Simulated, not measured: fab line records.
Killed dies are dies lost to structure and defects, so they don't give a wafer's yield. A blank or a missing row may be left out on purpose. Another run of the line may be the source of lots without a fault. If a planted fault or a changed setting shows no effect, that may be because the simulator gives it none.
Which of the tools did it?    flow gf180mcu    12 lots with 36 wafers sampled at 6 steps, on a route of 602 steps

## WHAT THE GAUGES SHOWED, per wafer
GF_VT_IMPLANT_RS_MEAS_49: uses a four-point probe to measure. Usual: for MVPSD_RS the level is 1171 ohm/sq and the standard deviation is 3.1.
lot   measured      on             MVPSD_RS (ohm/sq)  flag
L796  day 7 11:10   film-metro-02  1173 1171 1172     
L797  day 7 17:28   film-metro-02  1172 1170 1174     
L799  day 8 14:14   film-metro-01  1173 1174 1172     
L801  day 9 01:41   film-metro-02  1173 1171 1170     
L803  day 9 18:54   film-metro-03  1169 1172 1171     
L806  day 10 06:57  film-metro-03  1170 1167 1165     
L807  day 10 16:50  film-metro-02  1174 1175 1173     
L808  day 11 01:23  film-metro-02  1177 1169 1172     
L816  day 13 08:08  film-metro-01  1173 1174 1178     
L817  day 13 11:45  film-metro-03  1170 1167 1168     
L818  day 13 16:54  film-metro-02  1166 1169 1169     
L819  day 14 00:04  film-metro-02  1168 1170 1169     

GF_HV_LDD_CD_MEAS_31 targets a cd of 400 nm. Usual: cd-nm reads 400.2 nm (standard deviation 2.3).
lot   measured      on         cd-nm (nm)         flag
L796  day 11 07:31  cd-sem-01  404.2 400.3 402.3  
L797  day 11 16:57  cd-sem-02  405.4 405.0 405.7  
L799  day 12 17:18  cd-sem-02  401.3 400.5 402.8  
L801  day 13 07:29  cd-sem-01  399.5 399.5 399.0  
L803  day 14 02:13  cd-sem-02  401.5 402.6 401.6  
L806  day 14 16:06  cd-sem-02  401.4 399.7 402.3  
L807  day 15 02:08  cd-sem-01  398.6 397.9 400.7  
L808  day 15 11:42  cd-sem-02  397.6 396.4 398.1  
L816  day 18 06:31  cd-sem-01  400.1 401.0 399.7  
L817  day 18 12:41  cd-sem-01  397.8 398.8 398.1  
L818  day 18 16:44  cd-sem-01  398.9 398.0 399.7  
L819  day 18 21:04  cd-sem-01  401.2 403.1 400.1  

GF_HV_LDD_THK_MEAS_57. Usual: for HV_LDD_CVD_56_THK the level is 90.3 nm and the standard deviation is 0.79.
lot   measured      on             HV_LDD_CVD_56_THK (nm)  flag
L796  day 12 07:05  film-metro-02  91.6 91.7 91.6          
L797  day 12 15:13  film-metro-01  89.9 89.8 89.5          
L799  day 13 17:22  film-metro-02  90.3 90.4 90.2          
L801  day 14 09:05  film-metro-01  90.6 90.3 90.2          
L803  day 15 04:25  film-metro-03  88.8 90.0 89.4          
L806  day 15 17:37  film-metro-01  90.0 90.1 90.3          
L807  day 16 03:42  film-metro-02  58.0 58.1 58.9          OFF
L808  day 16 13:44  film-metro-02  59.0 58.5 58.8          OFF
L816  day 19 10:07  film-metro-02  89.7 88.6 89.3          
L817  day 19 17:17  film-metro-03  91.3 91.4 91.8          
L818  day 19 21:44  film-metro-03  91.8 92.2 91.8          
L819  day 20 01:20  film-metro-01  90.3 90.3 90.6          

GF_NSD_TW_MEAS_12. Usual: for NSD_TW the level is 4266 and the standard deviation is 47.
lot   measured      on             NSD_TW          flag
L796  day 13 02:58  film-metro-04  4317 4303 4283  
L797  day 13 11:45  film-metro-04  4315 4289 4318  
L799  day 14 14:53  film-metro-04  4326 4329 4342  
L801  day 15 06:28  film-metro-03  4224 4231 4236  
L803  day 16 03:18  film-metro-04  4300 4318 4326  
L806  day 16 15:54  film-metro-01  4203 4182 4181  
L807  day 17 02:17  film-metro-04  4294 4288 4264  
L808  day 17 12:35  film-metro-01  4257 4230 4208  
L816  day 20 11:18  film-metro-01  4180 4207 4197  
L817  day 20 17:50  film-metro-01  4173 4191 4171  
L818  day 20 22:44  film-metro-04  4304 4294 4315  
L819  day 21 01:43  film-metro-03  4258 4248 4240  

## EACH LOT AND THE TOOL THAT RAN IT (in order: tool; ch and the chambers of the sampled wafers; start)
lot   GF_HV_LDD_CVD_56             GF_HV_LDD_ETCHBACK_58
L796  lpcvd-01 ch 1, day 12 05:38  rie-diel-01 ch 0,1, day 12 07:08
L797  lpcvd-01 ch 1, day 12 13:47  rie-diel-03 ch 0,1,2, day 12 15:16
L799  lpcvd-01 ch 0, day 13 15:56  rie-diel-03 ch 0,2,3, day 13 17:25
L801  lpcvd-02 ch 0, day 14 07:38  rie-diel-02 ch 0,2, day 14 09:08
L803  lpcvd-02 ch 0, day 15 02:59  rie-diel-02 ch 0,1,3, day 15 04:28
L806  lpcvd-02 ch 1, day 15 16:11  rie-diel-02 ch 0,2, day 15 17:40
L807  lpcvd-02 ch 1, day 16 02:16  rie-diel-03 ch 0,1,3, day 16 03:46
L808  lpcvd-02 ch 1, day 16 12:18  rie-diel-02 ch 1,2,3, day 16 13:47
L816  lpcvd-02 ch 1, day 19 08:42  rie-diel-01 ch 1,2, day 19 10:11
L817  lpcvd-01 ch 1, day 19 15:52  rie-diel-02 ch 0,1,2, day 19 17:21
L818  lpcvd-02 ch 1, day 19 20:19  rie-diel-01 ch 0,2, day 19 21:48
L819  lpcvd-02 ch 0, day 19 23:54  rie-diel-02 ch 1,2,3, day 20 01:23
- GF_HV_LDD_CVD_56: deposits Si3N4 from DCS/NH3, target thk 90 nm, time 1543 s.
- GF_HV_LDD_ETCHBACK_58: etches Si3N4 in CH3F/O2, stops on SiO2, time 100 s, target depth 90 nm.

## AS READ BY THE TOOLS THEMSELVES (means over the sampled wafers that have a number; for cases with no such wafer, the mark the record gives instead)
GF_HV_LDD_CVD_56. Usual: spike-tc-bottom-C 789.3 C, standard deviation 1.8; spike-tc-centre-C 770.6 C, standard deviation 1; spike-tc-lower-C 770.3 C, standard deviation 1.3; spike-tc-top-C 783.1 C, standard deviation 2.8; spike-tc-upper-C 770.5 C, standard deviation 1.2; susceptor-temp-C 770.1 C, standard deviation 0.32.
lot   tool      spike-tc-bottom-C (C)  spike-tc-centre-C (C)  spike-tc-lower-C (C)  spike-tc-top-C (C)  spike-tc-upper-C (C)  susceptor-temp-C (C)  flag
L796  lpcvd-01  791.9                  769.3                  772.1                 786.7               768.7                 770.0                 
L797  lpcvd-01  792.6                  770.2                  770.6                 786.4               769.5                 770.0                 
L799  lpcvd-01  789.3                  771.8                  768.7                 780.6               770.7                 769.9                 
L801  lpcvd-02  786.1                  771.6                  769.8                 786.1               771.1                 770.5                 
L803  lpcvd-02  786.7                  771.3                  770.5                 785.5               770.1                 769.8                 
L806  lpcvd-02  788.7                  770.9                  769.8                 780.5               771.3                 770.0                 
L807  lpcvd-02  766.0                  748.4                  747.8                 758.7               748.8                 748.0                 OFF
L808  lpcvd-02  767.1                  748.9                  748.3                 759.0               748.5                 748.3                 OFF
L816  lpcvd-02  788.7                  771.5                  771.0                 780.5               771.0                 770.5                 
L817  lpcvd-01  791.6                  770.5                  771.8                 786.3               767.5                 770.3                 
L818  lpcvd-02  789.1                  770.0                  770.8                 780.3               770.3                 770.0                 
L819  lpcvd-02  785.9                  770.4                  769.4                 786.7               770.6                 770.4                 

GF_HV_LDD_ETCHBACK_58. Usual: drypump-motor-current-A 5.8 A, standard deviation 0.48; oes-product-au 0.844 a.u., standard deviation 0.006; throttle-valve-pct 10.563 %, standard deviation 0.0087.
lot   tool         drypump-motor-current-A (A)  oes-product-au (a.u.)  throttle-valve-pct (%)  flag
L796  rie-diel-01  5.9                          0.856                  10.566                  
L797  rie-diel-03  5.4                          0.849                  10.560                  
L799  rie-diel-03  5.1                          0.843                  10.569                  
L801  rie-diel-02  6.1                          0.844                  10.580                  
L803  rie-diel-02  5.9                          0.840                  10.555                  
L806  rie-diel-02  6.1                          0.839                  10.565                  
L807  rie-diel-03  5.5                          0.682                  10.541                  OFF
L808  rie-diel-02  5.8                          0.679                  10.543                  OFF
L816  rie-diel-01  5.5                          0.840                  10.566                  
L817  rie-diel-02  6.0                          0.850                  10.566                  
L818  rie-diel-01  6.1                          0.854                  10.561                  
L819  rie-diel-02  5.8                          0.846                  10.559                  

## THE ANSWER, worked out from the rows above alone
Rule: take the mean of a lot's wafers that have a number; if it is more than 3 standard deviations from the usual mean, the lot is off. Also off: a lot with no number at a reading for which 4 or more lots have one. All remaining lots with rows at the step are treated as sound. First the gauges in route order, then the tools' own readings, where a lot's mean is used as printed above. The first step at which some lot is off is used, and at that step the reading that is off furthest; a lot without a number counts as furthest.
Off: L807, L808, at GF_HV_LDD_THK_MEAS_57 (HV_LDD_CVD_56_THK).
A tool fits if, at a process step before that reading, it ran every lot that is off, and no sound lot after the first of them. Not tried: the gauges at GF_HV_LDD_THK_MEAS_57; whatever is off there is also off at GF_HV_LDD_CVD_56, on other tools, and gauge error can't account for it. Not one of the candidates tried fits.

## WHAT THE SIMULATOR HAD PUT IN
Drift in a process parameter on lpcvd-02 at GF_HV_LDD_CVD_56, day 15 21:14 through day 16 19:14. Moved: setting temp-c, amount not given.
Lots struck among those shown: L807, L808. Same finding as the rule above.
